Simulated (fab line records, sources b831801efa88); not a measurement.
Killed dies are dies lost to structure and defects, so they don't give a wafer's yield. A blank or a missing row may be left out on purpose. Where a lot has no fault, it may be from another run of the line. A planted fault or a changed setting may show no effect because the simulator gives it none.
Split-lot study    flow sfq line    23 wafers read across 5 lots, on a route 325 steps long

== THE SPLIT ITSELF ==
At SFQ_TRILAYER_C5_LITHO_COAT_151 (resist thk 650 nm), the setting resist thk nm was moved away from the recipe's 650 nm on 8 of the 23 wafers read, by -5.2% to +2.4%. For the rest of the wafers, this setting stayed at what the recipe calls for.

== FROM THE SPLIT TO THE READING: what the file shows between them, 1 step ==
- SFQ_TRILAYER_C5_BARC_OPEN_VIA_ETCH_210: etches BARC in O2, target depth 125 nm, time 41.7 s (also split here: time s)

== THE READING ==
KrF_of_TRILAYER_C5_LITHO_COAT_151.thk nm (the simulator's own value, which no gauge read), in nm, at SFQ_TRILAYER_C5_ETCH_VIA_ETCH_154 (etches SiO2 in CHF3, stops on Nb, target depth 84 nm). There is no usual value for it anywhere in the file. Average 562.3 nm, standard deviation 3.5 nm, over the 15 wafers here run with the recipe.

wafer   tool, chamber at the split  resist thk nm as run, nm  against the recipe  KrF_of_TRILAYER_C5_LITHO_COAT_151.thk nm, nm  against lot-mates on the recipe
L074.1  litho track-04, 0           636.4                     -2.1%               554.4                                         -9.4
L074.2  litho track-04, 0           650                       recipe              564.6                                         -
L074.3  litho track-04, 0           636.4                     -2.1%               547                                           -16.8
L074.4  litho track-04, 0           636.4                     -2.1%               553.2                                         -10.5
L074.5  litho track-04, 0           650                       recipe              562.9                                         -
L077.1  litho track-04, 0           650                       recipe              564.3                                         -
L077.3  litho track-04, 0           616.4                     -5.2%               535.2                                         -29.3
L077.4  litho track-04, 0           650                       recipe              564.8                                         -
L077.5  litho track-04, 0           616.4                     -5.2%               529.5                                         -35.0
L077.6  litho track-04, 0           616.4                     -5.2%               531.7                                         -32.8
L078.1  litho track-04, 0           650                       recipe              555.2                                         -
L078.2  litho track-04, 0           650                       recipe              563.3                                         -
L078.3  litho track-04, 0           650                       recipe              560                                           -
L078.5  litho track-04, 0           650                       recipe              554.3                                         -
L078.6  litho track-04, 0           650                       recipe              558.9                                         -
L080.2  litho track-01, 0           650                       recipe              565.9                                         -
L080.5  litho track-01, 0           650                       recipe              566                                           -
L080.6  litho track-01, 0           650                       recipe              565.1                                         -
L083.1  litho track-04, 0           650                       recipe              562.2                                         -
L083.2  litho track-04, 0           665.3                     +2.4%               576.2                                         +13.1
L083.3  litho track-04, 0           650                       recipe              563.7                                         -
L083.5  litho track-04, 0           665.3                     +2.4%               579.7                                         +16.6
L083.6  litho track-04, 0           650                       recipe              563.5                                         -

FIT RESULTS
A straight line over all 23 wafers: KrF_of_TRILAYER_C5_LITHO_COAT_151.thk nm changes by +5.9 nm for each +1% of resist thk nm; r = +0.96; the points scatter about the line by 3.5 nm.
The same after taking each lot's own level away (the mean of its wafers on the recipe; 23 wafers): +6.23 nm for each +1%; r = +0.98; scatter 2.3 nm.
That fit puts the effect of the largest move of resist thk nm on the reading at 32 nm.
The span of the lots' own levels, 558.34 to 565.67 nm, comes to 2.1 times the standard deviation stated above.
The two slopes are in agreement: the lot-to-lot level therefore moves the slope only a little.
Check: with one of the wafers moved furthest among these (-5.2%) left out of the fit, the line predicts -33.1 nm for it against its lot-mates. It came out at -29.3 nm against them.

== ADDITIONAL SPLITS CARRIED BY THESE WAFERS ==
Before the reading, these wafers also passed through other splits. Each is held against what the fit with the lots' levels taken away leaves over:
other split on the same wafers                     wafers away from the commonest value  r with KrF_of_TRILAYER_C5_LITHO_COAT_151.thk nm (lot level and that fit taken away)
SFQ_TRILAYER_I4_CMP_CMP_100 leave above ref nm     6                                     -0.16
SFQ_TRILAYER_I4_VIA_LITHO_PEB_106 peb time s       8                                     +0.34
SFQ_TRILAYER_I4_VIA_BARC_OPEN_VIA_ETCH_146 time s  3                                     -0.20
SFQ_TRILAYER_JJ_CE_LITHO_COAT_114 spin rpm         11                                    -0.31
SFQ_TRILAYER_JJ_CE_BARC_OPEN_RIE_150 icp w         7                                     +0.17
SFQ_TRILAYER_M5_LITHO_COAT_123 spin rpm            10                                    +0.15
SFQ_TRILAYER_M5_LITHO_PEB_126 peb time s           6                                     -0.05
SFQ_TRILAYER_R5_DEP_SPUTTER_134 power w            9                                     +0.15
SFQ_TRILAYER_R5_LITHO_PEB_139 peb temp c           11                                    -0.25
SFQ_TRILAYER_C5_BARC_OPEN_VIA_ETCH_210 time s      5                                     -0.49

== THE WHOLE CHAIN: every reading that the file lists as answering this split, in the file's order ==
step                                    what it does                                          reading                                                                                    change (the file's fit)               r (the file's)
SFQ_TRILAYER_C5_LITHO_COAT_151          resist thk 650 nm                                     KrF_of_TRILAYER_C5_LITHO_COAT_151.thk nm (the simulator's own value, which no gauge read)  +6.57 nm for each +1% of the setting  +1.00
SFQ_TRILAYER_C5_BARC_OPEN_VIA_ETCH_210  etches BARC in O2, target depth 125 nm, time 41.7 s   KrF_of_TRILAYER_C5_LITHO_COAT_151.thk nm (the simulator's own value, which no gauge read)  +6.32 nm for each +1% of the setting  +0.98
SFQ_TRILAYER_C5_ETCH_VIA_ETCH_154       etches SiO2 in CHF3, stops on Nb, target depth 84 nm  KrF_of_TRILAYER_C5_LITHO_COAT_151.thk nm (the simulator's own value, which no gauge read)  +6.22 nm for each +1% of the setting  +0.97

== THE FILE'S OWN FIT ==
KrF_of_TRILAYER_C5_LITHO_COAT_151.thk nm changes by +6.22 nm for each +1% of resist thk nm, r = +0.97.
